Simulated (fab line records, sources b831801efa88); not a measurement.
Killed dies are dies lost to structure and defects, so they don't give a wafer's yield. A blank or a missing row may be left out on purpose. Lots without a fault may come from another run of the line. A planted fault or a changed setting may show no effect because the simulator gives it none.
fab line records | flow sky130
record lots=6 wafers=18 last_day=50
route steps=708 shown CONTACT@417 PAD_OPEN@708
lots that met no fault: from a run of the same line without faults
start_h: hours from the record's first day to the start of the lot's first wafer shown | wait_h: hours since the lot's step before | " the same as in the row above | L1.1+2: a row that stands for several wafers | - no value, or no start given | * or withheld: withheld | < > ~ a bound
route shown NAME@n: a module of which the file shows steps, and the number in the route of the first | usual: mean/standard deviation of fault-free wafers | same: alike in all rows | chamber/n: place in a boat | sites: the reading at each site | _std_site: their standard deviation | _edge_site: outer sites' mean less inner sites' | radius_mm: how far each site lies from the wafer's centre | mask NAME#n: copy n | behind: the tool/chamber that last shaped the wafer | hold: why the lot was held/for how many hours/how that ended | device: the transistor (n, p or np) that didn't switch | end of line: the same wafers' tests at the end of the route | a step without rows: its recipe alone | killed: dies lost to structure and defects at the first sort, not the wafer's yield | map: a wafer's dies, x killed, . not, _ none there
set.NAME: the setting as run; set.NAME@STEP: as run at that earlier step | model.NAME: the simulator's own value behind a step, which no gauge read
lots at some steps of the route; a table a step, a row a wafer
services: from which hour (start_h, from the record's first day; less than 0 if before it) a tool's chamber was out of use, for how many hours, and why
## steps
# step SKY_CONTACT_EXPOSE_11
# recipe mask_id=CTM1 na=0.8 source_shape=annular sigma_inner=0.55 sigma_outer=0.85 target_cd_nm=170 dose_mj=38
# step SKY_CONTACT_PEB_12
# recipe peb_temp_c=withheld peb_time_s=withheld resist=KrF-thick
# step SKY_CONTACT_DEVELOP_13
# recipe develop_time_s=60 resist=KrF-thick dev_temp_c=21
# step SKY_CONTACT_CD_MEAS_14
# recipe target_cd_nm=170
# usual cd_nm=170.3/1.5
# columns lot.wafer tool chamber start_h wait_h cd_nm
L663.1 cd_sem-01 - 724.32 - 167.2
L663.3 " - " " 167.6
L663.6 " - " " 167.1
L665.1 cd_sem-01 - 744.20 - 169.3
L665.2 " - " " 169.9
L665.5 " - " " 169.8
L668.1 cd_sem-02 - 771.95 - 170.6
L668.2 " - " " 171.3
L668.6 " - " " 170.5
L669.1 cd_sem-02 - 783.49 - 170.7
L669.3 " - " " 171.9
L669.5 " - " " 171.5
L682.4 cd_sem-02 - 875.43 - 168.2
L682.5 " - " " 168.1
L682.6 " - " " 168.0
L686.1 cd_sem-01 - 898.07 - 170.7
L686.3 " - " " 169.4
L686.4 " - " " 169.0
# step SKY_CONTACT_OVL_MEAS_15
# usual CONTACT_OVL=2/5.2
# columns lot.wafer tool chamber start_h wait_h CONTACT_OVL[nm]
L663.1 overlay-02 - 724.44 0.1 2
L663.3 " - " " 12
L663.6 " - " " 11
L665.1 overlay-01 - 744.32 0.1 -2
L665.2 " - " " 1
L665.5 " - " " 3
L668.1 overlay-01 - 772.07 0.1 1
L668.2 " - " " -5
L668.6 " - " " -4
L669.1 overlay-01 - 783.61 0.1 -7
L669.3 " - " " -10
L669.5 " - " " 0
L682.4 overlay-02 - 875.51 0.1 5
L682.5 " - " " 0
L682.6 " - " " 5
L686.1 overlay-02 - 898.19 0.1 0
L686.3 " - " " 5
L686.4 " - " " 7
# step SKY_CONTACT_ETCH_16
# recipe chemistry=N2/H2 target=BARC ion_energy_ev=200 source_w=500 bias_w=100 pressure_mtorr=30 n2_flow_sccm=100 h2_flow_sccm=200 stop_on=SiO2 time_s=45.9 target_depth_a=600
# usual bias_w=99.9/0.31 drypump_motor_current_A=5.7/0.54 n2_flow_sccm=99.98/0.28 oes_product_au=0.855/0.0045 throttle_valve_pct=13.224/0.0085
# columns lot.wafer tool chamber start_h wait_h bias_w drypump_motor_current_A n2_flow_sccm oes_product_au rf_hours_counter_h throttle_valve_pct
L663.1 rie_diel-04 1 724.48 0.0 99.7 5.8 99.75 0.841 23 13.236
L663.3 " 0 " " 100.3 5.1 100.20 0.851 51 13.220
L663.6 " 3 " " 99.9 5.6 99.97 0.855 - 13.211
L665.1 rie_diel-02 1 744.36 0.0 99.3 5.6 100.34 0.853 3 13.222
L665.2 " 0 " " 99.6 5.5 100.03 0.853 2 13.229
L665.5 " 3 " " 99.4 6.0 99.53 0.849 - 13.230
L668.1 rie_diel-04 2 772.11 0.0 100.5 4.8 100.40 0.866 14 13.203
L668.2 " 1 " " 100.2 5.8 100.33 0.850 24 13.201
L668.6 " 1 " " 100.4 5.8 100.09 0.845 - 13.228
L669.1 rie_diel-02 3 783.65 0.0 100.3 6.0 100.05 0.854 11 13.209
L669.3 " 0 " " 99.8 5.5 100.02 0.861 3 13.233
L669.5 " 2 " " 100.4 6.3 99.72 0.858 - 13.222
L682.4 rie_diel-03 2 875.53 0.0 100.5 5.0 99.89 0.855 22 13.219
L682.5 " 2 " " 100.3 5.0 99.69 0.857 - 13.238
L682.6 " 3 " " 100.3 6.3 100.49 0.858 - 13.208
L686.1 rie_diel-04 1 898.23 0.0 99.9 5.8 99.82 0.853 29 13.229
L686.3 " 0 " " 100.5 5.1 99.94 0.849 5 13.228
L686.4 " 3 " " 100.0 5.6 99.76 0.854 2 13.230
# step SKY_CONTACT_ETCH_17
# recipe target=SiO2 chemistry=C4F8/O2/Ar stop_on=Si3N4 mask_material=KrF-thick source_w=1500 bias_w=1200 pressure_mtorr=40 c4f8_flow_sccm=withheld O2_flow_sccm=6 Ar_flow_sccm=300 time_s=withheld target_depth_a=3400
# usual bias_w=1200/3.6 oes_product_au=0.892/0.0049
# columns lot.wafer tool chamber start_h wait_h bias_w oes_product_au
L663.1 rie_diel-04 1 724.52 0.0 1195 0.900
L663.3 " 0 " " 1191 0.887
L663.6 " 3 " " 1202 0.894
L665.1 rie_diel-02 1 744.40 0.0 1200 0.896
L665.2 " 0 " " 1204 0.902
L665.5 " 3 " " 1204 0.891
L668.1 rie_diel-04 2 772.15 0.0 1200 0.886
L668.2 " 1 " " 1199 0.885
L668.6 " 1 " " 1199 0.886
L669.1 rie_diel-02 3 783.69 0.0 1207 0.893
L669.3 " 0 " " 1202 0.885
L669.5 " 2 " " 1203 0.893
L682.4 rie_diel-03 2 875.57 0.0 1197 0.899
L682.5 " 2 " " 1194 0.896
L682.6 " 3 " " 1199 0.902
L686.1 rie_diel-04 1 898.27 0.0 1199 0.893
L686.3 " 0 " " 1202 0.894
L686.4 " 3 " " 1198 0.896
# step SKY_CONTACT_ETCH_18
# recipe target=Si3N4 chemistry=CHF3/O2 stop_on=TiN source_w=623.4 bias_w=200 pressure_mtorr=40 chf3_flow_sccm=50 O2_flow_sccm=5 time_s=39 target_depth_a=750
# usual O2_flow_sccm=5.002/0.015 bias_w=200.0/0.58 drypump_motor_current_A=5.7/0.54 oes_product_au=0.855/0.0073 throttle_valve_pct=8.793/0.01
# columns lot.wafer tool chamber start_h wait_h O2_flow_sccm bias_w drypump_motor_current_A oes_product_au rf_hours_counter_h throttle_valve_pct
L663.1 rie_diel-04 1 - - 5.017 200.4 5.8 0.854 23 8.793
L663.3 " 0 " " 4.980 199.5 5.1 0.861 51 8.774
L663.6 " 3 " " 5.012 200.3 5.6 0.857 - 8.798
L665.1 rie_diel-02 1 - - 4.990 200.1 5.5 0.863 3 8.805
L665.2 " 0 " " 4.974 199.3 5.5 0.857 2 8.775
L665.5 " 3 " " 5.021 199.8 6.0 0.872 - 8.789
L668.1 rie_diel-04 2 - - 5.018 199.8 4.9 0.867 14 8.794
L668.2 " 1 " " 5.022 200.6 5.8 0.862 24 8.795
L668.6 " 1 " " 5.012 199.6 5.8 0.875 - 8.793
L669.1 rie_diel-02 3 - - 5.009 199.1 6.0 0.847 11 8.807
L669.3 " 0 " " 5.012 200.4 5.5 0.850 3 8.792
L669.5 " 2 " " 5.010 200.1 6.2 0.850 - 8.789
L682.4 rie_diel-03 2 - - 5.000 198.8 5.0 0.856 22 8.799
L682.5 " 2 " " 4.989 200.0 5.0 0.863 - 8.795
L682.6 " 3 " " 5.016 199.5 6.3 0.855 - 8.789
L686.1 rie_diel-04 1 - - 5.012 200.3 5.7 0.855 29 8.795
L686.3 " 0 " " 5.015 199.2 5.1 0.852 5 8.811
L686.4 " 3 " " 4.989 199.7 5.6 0.860 2 8.815
# step SKY_CONTACT_STRIP_19
# recipe chemistry=O2/N2 power_w=1400 pressure_mtorr=1500 platen_temp_c=withheld o2_flow_sccm=3000 n2_flow_sccm=300 overash_fraction=0.5
# usual drypump_motor_current_A=5.9/0.4 n2_flow_sccm=299.9/0.96 oes_product_au=0.380/0.0049 strip_time_to_endpoint_s=3.595/0.024
# columns lot.wafer tool chamber start_h wait_h drypump_motor_current_A n2_flow_sccm oes_product_au rf_hours_counter_h strip_time_to_endpoint_s
L663.1 plasma_asher-02 1 724.61 - 5.7 299.9 0.385 51 3.625
L663.3 " 1 " " 5.7 300.2 0.387 - 3.562
L663.6 " 0 " " 5.4 299.5 0.386 - 3.640
L665.1 plasma_asher-02 0 744.49 - 5.4 299.5 0.376 53 3.639
L665.2 " 1 " " 5.7 299.9 0.372 53 3.603
L665.5 " 0 " " 5.4 300.8 0.388 - 3.638
L668.1 plasma_asher-02 1 772.24 - 5.6 300.6 0.378 54 3.588
L668.2 " 0 " " 5.4 300.3 0.389 54 3.581
L668.6 " 1 " " 5.7 299.9 0.376 - 3.585
L669.1 plasma_asher-01 0 783.78 - 5.7 299.6 0.377 40 3.629
L669.3 " 1 " " 5.9 299.3 0.379 - 3.613
L669.5 " 0 " " 5.7 300.2 0.386 - 3.564
L682.4 plasma_asher-04 1 875.69 - 6.5 299.1 0.377 - 3.597
L682.5 " 1 " " 6.5 300.4 0.382 - 3.587
L682.6 " 0 " " 6.5 300.0 0.381 - 3.624
L686.1 plasma_asher-02 1 898.36 - 5.6 300.4 0.378 67 3.584
L686.3 " 0 " " 5.4 299.9 0.379 - 3.540
L686.4 " 1 " " 5.7 298.8 0.384 - 3.587
# step SKY_CONTACT_STRIP_20
# recipe chemistry=post_etch_residue_remover time_s=1200 temp_c=72.5
# step SKY_CONTACT_CLEAN_21
# recipe chemistry=IPA time_s=180 temp_c=25
# step SKY_CONTACT_CLEAN_22
# recipe chemistry=O3/DIW dry=n2_spin
# step SKY_CONTACT_SPUTTER_23
# recipe material=TiN target_thk_nm=20 chamber_pressure_pa=5 power_w=4000 time_s=80
# usual cathode_dc_power_W=3999.9/0.69 chamber_pressure_pa=5.000/0.0098 throttle_valve_pct=30.2/0.93
# columns lot.wafer tool chamber start_h wait_h cathode_dc_power_W chamber_pressure_pa throttle_valve_pct
L663.1 pvd_sputter-03 - 725.22 0.0 3999.4 5.004 30.8
L663.3 " - " " 3999.8 5.000 31.6
L663.6 " - " " 3998.5 4.989 31.4
L665.1 pvd_sputter-03 - 745.08 0.0 3999.5 5.002 29.5
L665.2 " - " " 4000.4 4.989 31.5
L665.5 " - " " 4000.6 5.014 30.6
L668.1 pvd_sputter-03 - 772.84 0.0 - - -
L668.2 " - " " - - -
L668.6 " - " " - - -
L669.1 pvd_sputter-03 - 784.37 0.0 - - -
L669.3 " - " " - - -
L669.5 " - " " - - -
L682.4 pvd_sputter-04 - 876.30 0.0 3999.6 5.004 30.6
L682.5 " - " " 4000.1 4.997 31.0
L682.6 " - " " 3999.6 4.991 30.4
L686.1 pvd_sputter-03 - 899.07 0.0 4000.0 4.991 31.4
L686.3 " - " " 4000.5 5.017 29.4
L686.4 " - " " 4000.2 5.009 29.8
# step SKY_CONTACT_CVD_24
# recipe material=W target_thk_nm=340 time_s=102.12 temp_c=400 pressure_torr=40
# usual heater_power_w=842/87
# columns lot.wafer tool chamber start_h wait_h heater_power_w
L663.1 cvd_w-01 1 725.28 0.0 795
L663.3 " 1 " " 779
L663.6 " 1 " " 816
L665.1 cvd_w-01 1 745.14 0.0 823
L665.2 " 0 " " 830
L665.5 " 0 " " 845
L668.1 cvd_w-01 1 772.90 0.0 816
L668.2 " 0 " " 805
L668.6 " 1 " " 816
L669.1 cvd_w-01 1 784.43 0.0 808
L669.3 " 1 " " 797
L669.5 " 0 " " 835
L682.4 cvd_w-01 1 876.40 0.1 807
L682.5 " 1 " " 818
L682.6 " 0 " " 828
L686.1 cvd_w-02 1 899.13 0.0 733
L686.3 " 1 " " 732
L686.4 " 0 " " 954
# step SKY_PAD_OPEN_PROBE_99
# usual killed_at_M0_to_M3=43/6.5 killed_at_M4_up=3.2/1.8 killed_at_contacts=24/5 killed_at_front_end=15/4.1 killed_at_other=0.3/0.54 killed_dies=85/9.3 killed_on_rim=16/4.1 killed_open=47/7.2 killed_short=39/5.9
# same gross_dies=492 killed_at_back_side=0
# columns lot.wafer tool chamber start_h wait_h killed_at_M0_to_M3 killed_at_M4_up killed_at_contacts killed_at_front_end killed_at_other killed_dies killed_on_rim killed_open killed_short
L663.1 prober-02 - 1065.38 0.1 36 3 19 23 0 81 19 42 38
L663.3 prober-02 - 1065.48 0.2 36 2 16 14 0 68 16 39 28
L663.6 prober-02 - 1065.63 0.2 37 4 27 16 1 85 19 48 35
L665.1 prober-02 - 1085.34 0.1 46 3 21 13 0 83 16 37 46
L665.2 prober-02 - 1085.39 0.1 49 3 23 11 0 86 13 45 41
L665.5 prober-02 - 1085.54 0.2 48 2 20 13 0 83 10 48 35
L668.1 prober-01 - 1104.18 0.1 47 3 429 13 0 492 96 51 37
L668.2 prober-01 - 1104.23 0.1 35 4 442 11 0 492 96 40 28
L668.6 prober-01 - 1104.43 0.2 43 6 424 19 0 492 96 39 50
L669.1 prober-02 - 1114.44 0.1 27 6 443 16 0 492 96 45 30
L669.3 prober-02 - 1114.54 0.2 44 4 422 22 0 492 96 50 38
L669.5 prober-02 - 1114.64 0.2 46 8 421 17 0 492 96 48 45
L682.4 prober-01 - 1179.14 0.2 46 3 25 19 0 93 13 55 38
L682.5 prober-01 - 1179.19 0.2 46 1 23 18 0 88 23 44 44
L682.6 prober-01 - 1179.24 0.2 29 3 20 18 0 70 17 41 29
# killed by level:class
L663.1 VIA1:geometric_particle:open=8 CONTACT:geometric_particle:open=7 POLY_GATE:geometric_particle:short=6 POLY_GATE:geometric_particle:open=6 FIELD_ISO:geometric_particle:open=5 LI_CONTACT:geometric_particle:short=4 METAL1:geometric_particle:open=4 METAL1:geometric_particle:short=4
L663.3 CONTACT:geometric_particle:open=9 VIA1:geometric_particle:open=8 VIA2:geometric_particle:open=7 METAL1:geometric_particle:short=6 VIA3:geometric_particle:open=5 FIELD_ISO:geometric_particle:short=4 LI_CONTACT:geometric_particle:open=4 METAL2:geometric_particle:short=4
L663.6 CONTACT:geometric_particle:open=13 VIA1:geometric_particle:open=10 METAL1:geometric_particle:short=7 VIA2:geometric_particle:open=6 LI_CONTACT:geometric_particle:open=6 POLY_GATE:geometric_particle:open=5 METAL2:geometric_particle:short=4 METAL4:geometric_particle:short=4
L665.1 METAL1:geometric_particle:short=8 METAL2:geometric_particle:short=8 CONTACT:geometric_particle:open=7 VIA3:geometric_particle:open=7 VIA2:geometric_particle:open=6 LI_CONTACT:geometric_particle:open=6 FIELD_ISO:geometric_particle:short=5 VIA1:geometric_particle:open=4
L665.2 VIA1:geometric_particle:open=10 VIA2:geometric_particle:open=10 CONTACT:geometric_particle:open=9 VIA3:geometric_particle:open=6 CONTACT:geometric_particle:short=6 VIA2:geometric_particle:short=6 FIELD_ISO:geometric_particle:short=4 LI_CONTACT:geometric_particle:open=4
L665.5 VIA3:geometric_particle:open=13 VIA1:geometric_particle:open=10 CONTACT:geometric_particle:open=6 VIA2:geometric_particle:open=6 LI_CONTACT:geometric_particle:open=5 CONTACT:geometric_particle:short=5 VIA3:geometric_particle:short=5 POLY_GATE:geometric_particle:short=4
L668.1 CONTACT:area_sputter=404 VIA1:geometric_particle:open=14 CONTACT:geometric_particle:open=9 VIA3:geometric_particle:open=8 VIA1:geometric_particle:short=7 LI_CONTACT:geometric_particle:open=5 POLY_GATE:geometric_particle:open=4 POLY_GATE:geometric_particle:short=4
L668.2 CONTACT:area_sputter=424 VIA1:geometric_particle:open=9 LI_CONTACT:geometric_particle:open=6 CONTACT:geometric_particle:open=6 VIA2:geometric_particle:open=4 CONTACT:geometric_particle:short=4 FIELD_ISO:geometric_particle:open=3 POLY_GATE:geometric_particle:short=3
L668.6 CONTACT:area_sputter=403 VIA1:geometric_particle:open=9 VIA3:geometric_particle:open=7 LOCAL_INTERCONNECT:geometric_particle:short=7 POLY_GATE:geometric_particle:short=6 FIELD_ISO:geometric_particle:short=5 CONTACT:geometric_particle:open=5 CONTACT:geometric_particle:short=5
L669.1 CONTACT:area_sputter=417 CONTACT:geometric_particle:open=8 LI_CONTACT:geometric_particle:open=8 VIA1:geometric_particle:open=7 VIA2:geometric_particle:open=5 METAL2:geometric_particle:short=5 POLY_GATE:geometric_particle:open=4 LOCAL_INTERCONNECT:geometric_particle:short=4
L669.3 CONTACT:area_sputter=404 VIA1:geometric_particle:open=10 VIA2:geometric_particle:open=9 METAL1:geometric_particle:short=6 VIA3:geometric_particle:open=6 FIELD_ISO:geometric_particle:short=5 LI_CONTACT:geometric_particle:open=5 LOCAL_INTERCONNECT:geometric_particle:short=5
L669.5 CONTACT:area_sputter=398 LI_CONTACT:geometric_particle:open=10 VIA1:geometric_particle:open=10 VIA2:geometric_particle:short=9 VIA1:geometric_particle:short=7 CONTACT:geometric_particle:open=6 FIELD_ISO:geometric_particle:short=5 METAL4:geometric_particle:short=5
L682.4 VIA1:geometric_particle:open=16 CONTACT:geometric_particle:open=9 LI_CONTACT:geometric_particle:open=7 VIA1:geometric_particle:short=7 POLY_GATE:geometric_particle:short=5 METAL1:geometric_particle:short=5 VIA3:geometric_particle:open=5 FIELD_ISO:geometric_particle:short=4
L682.5 METAL2:geometric_particle:short=9 VIA1:geometric_particle:open=9 LI_CONTACT:geometric_particle:open=8 CONTACT:geometric_particle:open=8 METAL1:geometric_particle:short=7 VIA2:geometric_particle:open=5 POLY_GATE:geometric_particle:short=5 VIA1:geometric_particle:short=5
L682.6 LI_CONTACT:geometric_particle:open=8 VIA3:geometric_particle:open=7 VIA1:geometric_particle:open=6 POLY_GATE:geometric_particle:short=5 CONTACT:geometric_particle:open=5 FIELD_ISO:geometric_particle:short=3 SPACER:geometric_particle:open=3 LI_CONTACT:geometric_particle:short=3
# map L668.1 (x killed, . not)
__________xxxxxxxxxx_________
________xxxxxxxxxxxxxx_______
______xxxxxxxxxxxxxxxxxx_____
_____xxxxxxxxxxxxxxxxxxxx____
____xxxxxxxxxxxxxxxxxxxxxx___
___xxxxxxxxxxxxxxxxxxxxxxxx__
__xxxxxxxxxxxxxxxxxxxxxxxxxx_
_xxxxxxxxxxxxxxxxxxxxxxxxxxxx
_xxxxxxxxxxxxxxxxxxxxxxxxxxxx
_xxxxxxxxxxxxxxxxxxxxxxxxxxxx
_xxxxxxxxxxxxxxxxxxxxxxxxxxxx
_xxxxxxxxxxxxxxxxxxxxxxxxxxxx
_xxxxxxxxxxxxxxxxxxxxxxxxxxxx
_xxxxxxxxxxxxxxxxxxxxxxxxxxxx
_xxxxxxxxxxxxxxxxxxxxxxxxxxxx
__xxxxxxxxxxxxxxxxxxxxxxxxxx_
___xxxxxxxxxxxxxxxxxxxxxxxx__
____xxxxxxxxxxxxxxxxxxxxxx___
_____xxxxxxxxxxxxxxxxxxxx____
______xxxxxxxxxxxxxxxxxx_____
________xxxxxxxxxxxxxx_______
__________xxxxxxxxxx_________
# map L669.1 (x killed, . not)
__________xxxxxxxxxx_________
________xxxxxxxxxxxxxx_______
______xxxxxxxxxxxxxxxxxx_____
_____xxxxxxxxxxxxxxxxxxxx____
____xxxxxxxxxxxxxxxxxxxxxx___
___xxxxxxxxxxxxxxxxxxxxxxxx__
__xxxxxxxxxxxxxxxxxxxxxxxxxx_
_xxxxxxxxxxxxxxxxxxxxxxxxxxxx
_xxxxxxxxxxxxxxxxxxxxxxxxxxxx
_xxxxxxxxxxxxxxxxxxxxxxxxxxxx
_xxxxxxxxxxxxxxxxxxxxxxxxxxxx
_xxxxxxxxxxxxxxxxxxxxxxxxxxxx
_xxxxxxxxxxxxxxxxxxxxxxxxxxxx
_xxxxxxxxxxxxxxxxxxxxxxxxxxxx
_xxxxxxxxxxxxxxxxxxxxxxxxxxxx
__xxxxxxxxxxxxxxxxxxxxxxxxxx_
___xxxxxxxxxxxxxxxxxxxxxxxx__
____xxxxxxxxxxxxxxxxxxxxxx___
_____xxxxxxxxxxxxxxxxxxxx____
______xxxxxxxxxxxxxxxxxx_____
________xxxxxxxxxxxxxx_______
__________xxxxxxxxxx_________
## services
# columns tool chamber start_h hours kind
cvd_w-01 0 700.98 26.5 repair
rie_diel-04 2 719.57 5.8 repair
rie_diel-03 1 727.14 2.3 repair
rie_diel-03 3 728.91 12.7 repair
rie_diel-04 0 732.29 - clean
plasma_asher-04 - 733.75 9.0 pm
plasma_asher-02 - 734.70 1.1 repair
plasma_asher-02 - 751.07 14.6 pm
cvd_w-02 - 769.81 6.9 pm
rie_diel-03 - 770.88 0.5 repair
rie_diel-03 1 776.43 6.7 repair
rie_diel-02 0 792.24 3.8 repair
plasma_asher-02 - 796.57 3.4 repair
rie_diel-02 0 801.27 6.8 repair
rie_diel-02 2 806.87 10.0 repair
pvd_sputter-04 - 808.97 1.4 repair
pvd_sputter-04 - 816.75 6.7 repair
rie_diel-04 - 824.38 0.5 repair
rie_diel-02 3 831.97 1.7 repair
rie_diel-03 3 862.10 5.1 repair
cvd_w-02 1 870.12 12.9 repair
plasma_asher-04 - 870.97 3.5 repair
cvd_w-02 - 884.43 1.1 repair
cvd_w-01 - 889.50 4.3 pm
## key
first_sign step=SKY_CONTACT_SPUTTER_23 reading=tool_record direction=missing
effect step=SKY_PAD_OPEN_PROBE_99 reading=killed_at_contacts direction=up sigmas=82 usual=24 struck=430
more_kills_born_at SKY_CONTACT_SPUTTER_23@pvd_sputter-03=2448
met_at SKY_CONTACT_SPUTTER_23
struck_wafers L668.1,L668.2,L668.6,L669.1,L669.3,L669.5
later_rows_left_out L668.1,L668.2,L668.6,L669.1,L669.3,L669.5
tester_left_out L668,L669
onset_between 745.08 772.84
fault kind=skipped_step_whole tool=pvd_sputter-03 chamber=- onset_h=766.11 steps=SKY_CONTACT_SPUTTER_23 scope=struck_lots_only
# tester_left_out: of these lots the tester's yield and bins aren't shown, on N5 and GAA mostly nor the transistor test; their killed dies are dies lost to structure and defects alone, not to doping, threshold or leakage, so they don't give the yield
# later_rows_left_out: the simulator's readings of these wafers behind a module that went badly wrong aren't trusted and aren't shown, but for the sort
